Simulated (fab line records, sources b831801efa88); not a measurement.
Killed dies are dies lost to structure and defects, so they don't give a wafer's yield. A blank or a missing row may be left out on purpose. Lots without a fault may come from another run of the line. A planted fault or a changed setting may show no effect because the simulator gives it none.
Which tool did it? | flow gf180mcu | 24 lots, 72 wafers sampled, at 6 steps of a route of 602

WHAT THE GAUGES READ, wafer by wafer
GF_CONTACT_OVL_MEAS_15. Usual: CONTACT_OVL -1 nm, standard deviation 6.1.
lot  | measured     | on         | CONTACT_OVL (nm) | flag
L074 | day 16 04:20 | overlay-02 | 0 -4 0           |
L075 | day 17 01:11 | overlay-02 | 7 -4 -3          |
L076 | day 17 03:01 | overlay-02 | -6 -5 -10        |
L077 | day 17 06:52 | overlay-02 | 4 4 7            |
L078 | day 17 22:14 | overlay-02 | -9 -7 -4         |
L079 | day 18 10:05 | overlay-01 | -8 -8 -12        |
L081 | day 18 21:45 | overlay-02 | -10 -7 -13       |
L080 | day 18 22:05 | overlay-02 | 4 4 5            |
L082 | day 19 05:58 | overlay-01 | 0 -8 -3          |
L083 | day 19 16:05 | overlay-01 | 2 3 7            |
L084 | day 19 22:17 | overlay-02 | -8 -8 -8         |
L085 | day 20 05:06 | overlay-02 | -1 8 3           |
L086 | day 20 11:55 | overlay-02 | 0 -4 -4          |
L087 | day 20 21:26 | overlay-01 | -3 -5 -9         |
L088 | day 21 10:14 | overlay-01 | 0 1 -3           |
L089 | day 21 13:56 | overlay-02 | 7 12 10          |
L090 | day 21 23:38 | overlay-01 | -1 1 -10         |
L091 | day 22 09:37 | overlay-01 | 0 3 8            |
L092 | day 22 12:35 | overlay-02 | -5 3 -3          |
L093 | day 22 18:52 | overlay-02 | 6 13 0           |
L094 | day 23 05:02 | overlay-02 | -10 -10 -1       |
L095 | day 23 15:35 | overlay-01 | 1 -4 -3          |
L096 | day 23 18:53 | overlay-01 | -3 -8 1          |
L097 | day 23 22:44 | overlay-02 | -2 2 -5          |

GF_V3_RS_MEAS_24: measures by four-point-probe. Usual: V3_W_RS 0.330 ohm/sq, standard deviation 0.0036.
lot  | measured     | on            | V3_W_RS (ohm/sq)  | flag
L074 | day 22 12:55 | film_metro-01 | 0.326 0.324 0.332 |
L075 | day 23 08:35 | film_metro-01 | 0.335 0.324 0.328 |
L076 | day 23 11:05 | film_metro-03 | 0.334 0.332 0.329 |
L077 | day 23 14:53 | film_metro-04 | 0.329 0.332 0.335 |
L078 | day 24 07:29 | film_metro-03 | 0.332 0.332 0.330 |
L079 | day 24 16:47 | film_metro-01 | 0.329 0.338 0.336 |
L081 | day 25 01:40 | film_metro-01 | 0.329 0.327 0.326 |
L080 | day 25 03:26 | film_metro-04 | 0.333 0.331 0.333 |
L082 | day 25 10:28 | film_metro-03 | 0.325 0.326 0.327 |
L083 | day 25 18:10 | film_metro-03 | 0.329 0.329 0.326 |
L084 | day 25 23:36 | film_metro-03 | 0.329 0.326 0.325 |
L085 | day 26 05:02 | film_metro-01 | 0.326 0.324 0.325 |
L086 | day 26 13:29 | film_metro-04 | 0.328 0.326 0.329 |
L087 | day 26 18:26 | film_metro-03 | 0.332 0.327 0.327 |
L088 | day 27 06:32 | film_metro-03 | 0.331 0.328 0.334 |
L089 | day 27 09:50 | film_metro-01 | 0.338 0.337 0.336 |
L090 | day 27 19:05 | film_metro-01 | 0.330 0.334 0.332 |
L091 | day 28 03:48 | film_metro-03 | 0.326 0.331 0.329 |
L092 | day 28 06:04 | film_metro-04 | 0.331 0.327 0.337 |
L093 | day 28 11:10 | film_metro-03 | 0.327 0.325 0.326 |
L094 | day 28 20:15 | film_metro-01 | 0.327 0.326 0.326 |
L095 | day 29 04:39 | film_metro-03 | 0.332 0.336 0.332 |
L096 | day 29 06:53 | film_metro-04 | 0.336 0.331 0.339 |
L097 | day 29 11:58 | film_metro-01 | 0.328 0.327 0.329 |

GF_V4_BOW_MEAS_05. Usual: V4_BOW 135 um, standard deviation 9.9.
lot  | measured     | on            | V4_BOW (um) | flag
L074 | day 23 13:38 | film_metro-01 | 147 145 143 |
L075 | day 24 08:52 | film_metro-01 | 128 149 134 |
L076 | day 24 10:35 | film_metro-01 | 146 139 138 |
L077 | day 24 14:31 | film_metro-01 | 121 121 128 |
L078 | day 25 06:55 | film_metro-01 | 119 132 130 |
L079 | day 25 15:55 | film_metro-02 | 142 124 141 |
L081 | day 26 00:53 | film_metro-04 | 122 128 126 |
L080 | day 26 02:19 | film_metro-02 | 134 133 125 |
L082 | day 26 09:17 | film_metro-01 | 132 125 144 |
L083 | day 26 16:25 | film_metro-04 | 119 134 127 |
L084 | day 26 22:35 | film_metro-01 | 137 150 131 |
L085 | day 27 03:19 | film_metro-01 | 136 140 152 |
L086 | day 27 11:53 | film_metro-02 | 135 127 139 |
L087 | day 27 16:47 | film_metro-04 | 142 159 143 |
L088 | day 28 04:53 | film_metro-02 | 132 149 143 |
L089 | day 28 07:10 | film_metro-02 | 141 135 138 |
L090 | day 28 17:25 | film_metro-02 | 149 152 133 |
L091 | day 29 01:12 | film_metro-02 | 124 123 116 |
L092 | day 29 03:32 | film_metro-04 | 139 128 128 |
L093 | day 29 09:17 | film_metro-02 | 136 116 128 |
L094 | day 29 18:07 | film_metro-04 | 134 145 132 |
L095 | day 30 00:55 | film_metro-04 | 149 150 143 |
L096 | day 30 04:08 | film_metro-02 | 139 139 135 |
L097 | day 30 08:37 | film_metro-02 | 156 152 143 |

WHICH TOOL RAN EACH LOT (tool, then ch and the chambers of the sampled wafers, then the start)
lot  | GF_V3_ETCH_17                                 | GF_M4_SPUTTER_03             | GF_M4_METAL_ETCH_16
L074 | rie_diel-03 ch 0,3, day 22 12:55 or earlier   | pvd_sputter-01, day 22 13:32 | rie_metal-01 ch 0,1, day 23 12:19
L075 | rie_diel-01 ch 1,2,3, day 23 08:35 or earlier | pvd_sputter-01, day 23 09:11 | rie_metal-01 ch 0,1, day 24 07:16
L076 | rie_diel-03 ch 2,3, day 23 11:05 or earlier   | pvd_sputter-03, day 23 11:43 | rie_metal-02 ch 1, day 24 09:13
L077 | rie_diel-01 ch 0,1,2, day 23 14:53 or earlier | pvd_sputter-03, day 23 15:32 | rie_metal-03 ch 0,1, day 24 13:10
L078 | rie_diel-04 ch 0,1,3, day 24 07:29 or earlier | pvd_sputter-03, day 24 08:08 | rie_metal-03 ch 0,1, day 25 05:40
L079 | rie_diel-01 ch 0,1,3, day 24 16:47 or earlier | pvd_sputter-01, day 24 17:26 | rie_metal-03 ch 0,1, day 25 14:43
L081 | rie_diel-01 ch 0,1,3, day 25 01:40 or earlier | pvd_sputter-03, day 25 02:17 | rie_metal-02 ch 0,1, day 25 23:40
L080 | rie_diel-01 ch 0,2,3, day 25 03:26 or earlier | pvd_sputter-01, day 25 04:14 | rie_metal-03 ch 0,1, day 26 01:07
L082 | rie_diel-03 ch 0,1,3, day 25 10:28 or earlier | pvd_sputter-01, day 25 11:06 | rie_metal-01 ch 1, day 26 07:52
L083 | rie_diel-03 ch 0,2,3, day 25 18:10 or earlier | pvd_sputter-01, day 25 18:47 | rie_metal-01 ch 1, day 26 15:07
L084 | rie_diel-03 ch 0,2,3, day 25 23:36 or earlier | pvd_sputter-04, day 26 00:14 | rie_metal-01 ch 0,1, day 26 21:22
L085 | rie_diel-04 ch 0,2, day 26 05:02 or earlier   | pvd_sputter-01, day 26 05:38 | rie_metal-01 ch 0,1, day 27 02:07
L086 | rie_diel-01 ch 1,2,3, day 26 13:29 or earlier | pvd_sputter-01, day 26 14:17 | rie_metal-03 ch 0,1, day 27 10:39
L087 | rie_diel-03 ch 0,2,3, day 26 18:26 or earlier | pvd_sputter-01, day 26 19:02 | rie_metal-02 ch 0,1, day 27 15:32
L088 | rie_diel-01 ch 0,1, day 27 06:32 or earlier   | pvd_sputter-01, day 27 07:08 | rie_metal-02 ch 0,1, day 28 03:37
L089 | rie_diel-04 ch 0,1,3, day 27 09:50 or earlier | pvd_sputter-03, day 27 10:28 | rie_metal-01 ch 0,1, day 28 05:57
L090 | rie_diel-03 ch 1,2,3, day 27 19:05 or earlier | pvd_sputter-03, day 27 19:44 | rie_metal-03 ch 0,1, day 28 15:22
L091 | rie_diel-04 ch 0,1,2, day 28 03:48 or earlier | pvd_sputter-03, day 28 04:26 | rie_metal-01 ch 0,1, day 28 23:52
L092 | rie_diel-03 ch 1,2, day 28 06:04 or earlier   | pvd_sputter-04, day 28 06:40 | rie_metal-02 ch 0,1, day 29 01:56
L093 | rie_diel-03 ch 0,2, day 28 11:10 or earlier   | pvd_sputter-03, day 28 11:49 | rie_metal-02 ch 0,1, day 29 07:49
L094 | rie_diel-03 ch 0,1,3, day 28 20:15 or earlier | pvd_sputter-01, day 28 21:13 | rie_metal-02 ch 0,1, day 29 16:54
L095 | rie_diel-04 ch 1,2,3, day 29 04:39 or earlier | pvd_sputter-04, day 29 05:17 | rie_metal-02 ch 0,1, day 29 23:40
L096 | rie_diel-01 ch 1,2,3, day 29 06:53 or earlier | pvd_sputter-03, day 29 07:32 | rie_metal-01 ch 0,1, day 30 02:55
L097 | rie_diel-01 ch 1,3, day 29 11:58 or earlier   | pvd_sputter-03, day 29 12:34 | rie_metal-01 ch 0,1, day 30 07:25
- GF_V3_ETCH_17: etches SiO2 in C4F8/O2/Ar, stops on TiN, target depth 635 nm.
- GF_M4_SPUTTER_03: material Ti, target thk 10 nm, time 6.7 s.
- GF_M4_METAL_ETCH_16: etches the open film in Cl2/BCl3, stops on SiO2, target depth 627.5 nm, time 104.6 s.

WHAT THE TOOLS THEMSELVES READ (means of the sampled wafers that have a number; where no wafer has one, the mark that the record gives instead)
GF_V3_ETCH_17. Usual: bias_w 1200 W, standard deviation 3.3; oes_product_au 0.856 a.u., standard deviation 0.0047.
lot  | tool        | bias_w (W) | oes_product_au (a.u.) | flag
L074 | rie_diel-03 | 1199       | 0.856                 |
L075 | rie_diel-01 | 1199       | 0.856                 |
L076 | rie_diel-03 | 1203       | 0.857                 |
L077 | rie_diel-01 | 1200       | 0.859                 |
L078 | rie_diel-04 | 1201       | 0.852                 |
L079 | rie_diel-01 | 1201       | 0.853                 |
L081 | rie_diel-01 | 1204       | 0.857                 |
L080 | rie_diel-01 | 1200       | 0.857                 |
L082 | rie_diel-03 | 1201       | 0.854                 |
L083 | rie_diel-03 | 1202       | 0.862                 |
L084 | rie_diel-03 | 1202       | 0.859                 |
L085 | rie_diel-04 | 1202       | 0.858                 |
L086 | rie_diel-01 | 1199       | 0.861                 |
L087 | rie_diel-03 | 1200       | 0.854                 |
L088 | rie_diel-01 | 1201       | 0.855                 |
L089 | rie_diel-04 | 1199       | 0.859                 |
L090 | rie_diel-03 | 1202       | 0.850                 |
L091 | rie_diel-04 | 1197       | 0.852                 |
L092 | rie_diel-03 | 1201       | 0.856                 |
L093 | rie_diel-03 | 1202       | 0.853                 |
L094 | rie_diel-03 | 1201       | 0.850                 |
L095 | rie_diel-04 | 1201       | 0.859                 |
L096 | rie_diel-01 | 1199       | 0.850                 |
L097 | rie_diel-01 | 1202       | 0.854                 |

GF_M4_SPUTTER_03. Usual: throttle_valve_pct 29.9 %, standard deviation 1.1.
lot  | tool           | throttle_valve_pct (%) | flag
L074 | pvd_sputter-01 | 31.4                   |
L075 | pvd_sputter-01 | 29.5                   |
L076 | pvd_sputter-03 | 29.6                   |
L077 | pvd_sputter-03 | 29.5                   |
L078 | pvd_sputter-03 | 29.8                   |
L079 | pvd_sputter-01 | 29.8                   |
L081 | pvd_sputter-03 | 29.8                   |
L080 | pvd_sputter-01 | 29.8                   |
L082 | pvd_sputter-01 | 29.8                   |
L083 | pvd_sputter-01 | 30.5                   |
L084 | pvd_sputter-04 | 30.0                   |
L085 | pvd_sputter-01 | 30.6                   |
L086 | pvd_sputter-01 | 30.5                   |
L087 | pvd_sputter-01 | 30.6                   |
L088 | pvd_sputter-01 | 30.6                   |
L089 | pvd_sputter-03 | 29.5                   |
L090 | pvd_sputter-03 | 29.0                   |
L091 | pvd_sputter-03 | 29.0                   |
L092 | pvd_sputter-04 | 29.4                   |
L093 | pvd_sputter-03 | 29.0                   |
L094 | pvd_sputter-01 | 30.6                   |
L095 | pvd_sputter-04 | 30.6                   |
L096 | pvd_sputter-03 | 29.6                   |
L097 | pvd_sputter-03 | 29.1                   |

GF_M4_METAL_ETCH_16. Usual: bias_w 140.0 W, standard deviation 0.39; drypump_motor_current_A 5.6 A, standard deviation 0.4; oes_product_au 0.972 a.u., standard deviation 0.0057; throttle_valve_pct 28.248 %, standard deviation 0.01.
lot  | tool         | bias_w (W) | drypump_motor_current_A (A) | oes_product_au (a.u.) | throttle_valve_pct (%) | flag
L074 | rie_metal-01 | 140.4      | 5.4                         | 0.969                 | 28.243                 |
L075 | rie_metal-01 | 140.0      | 5.4                         | 0.969                 | 28.243                 |
L076 | rie_metal-02 | 140.0      | 5.7                         | 0.966                 | 28.258                 |
L077 | rie_metal-03 | 140.4      | 5.4                         | 0.973                 | 28.248                 |
L078 | rie_metal-03 | 139.7      | 5.4                         | 0.970                 | 28.251                 |
L079 | rie_metal-03 | 139.9      | 5.3                         | 0.981                 | 28.240                 |
L081 | rie_metal-02 | 140.3      | 6.0                         | 0.970                 | 28.250                 |
L080 | rie_metal-03 | 140.0      | 5.4                         | 0.977                 | 28.248                 |
L082 | rie_metal-01 | 140.5      | 5.3                         | 0.972                 | 28.243                 |
L083 | rie_metal-01 | 140.0      | 5.3                         | 0.969                 | 28.247                 |
L084 | rie_metal-01 | 139.9      | 5.4                         | 0.974                 | 28.248                 |
L085 | rie_metal-01 | 140.0      | 5.4                         | 0.969                 | 28.252                 |
L086 | rie_metal-03 | 139.8      | 5.4                         | 0.965                 | 28.253                 |
L087 | rie_metal-02 | 139.7      | 6.2                         | 0.978                 | 28.244                 |
L088 | rie_metal-02 | 140.1      | 6.2                         | 0.970                 | 28.246                 |
L089 | rie_metal-01 | 140.0      | 5.4                         | 0.972                 | 28.247                 |
L090 | rie_metal-03 | 139.6      | 5.4                         | 0.970                 | 28.245                 |
L091 | rie_metal-01 | 139.8      | 5.3                         | 0.974                 | 28.258                 |
L092 | rie_metal-02 | 139.7      | 5.9                         | 0.983                 | 28.241                 |
L093 | rie_metal-02 | 139.8      | 6.2                         | 0.975                 | 28.242                 |
L094 | rie_metal-02 | 140.0      | 6.0                         | 0.978                 | 28.237                 |
L095 | rie_metal-02 | 140.1      | 6.2                         | 0.975                 | 28.253                 |
L096 | rie_metal-01 | 139.9      | 5.4                         | 0.970                 | 28.258                 |
L097 | rie_metal-01 | 139.7      | 5.4                         | 0.967                 | 28.254                 |

THE ANSWER, worked out from the rows above alone
Rule: a lot is off if the mean of its wafers that have a number lies more than 3 standard deviations from the usual mean. A lot without any number at a reading at which 4 lots or more have one is off too. The other lots that the step has rows for count as sound. The gauges are gone through in route order, then the tools' own readings, and for those a lot's mean is taken as printed above. The first step at which some lot is off is used, and at that step the reading that is off furthest; a lot without a number counts as furthest.
No lot is off at any reading shown: from this, nothing can be told.

WHAT THE SIMULATOR HAD PUT IN
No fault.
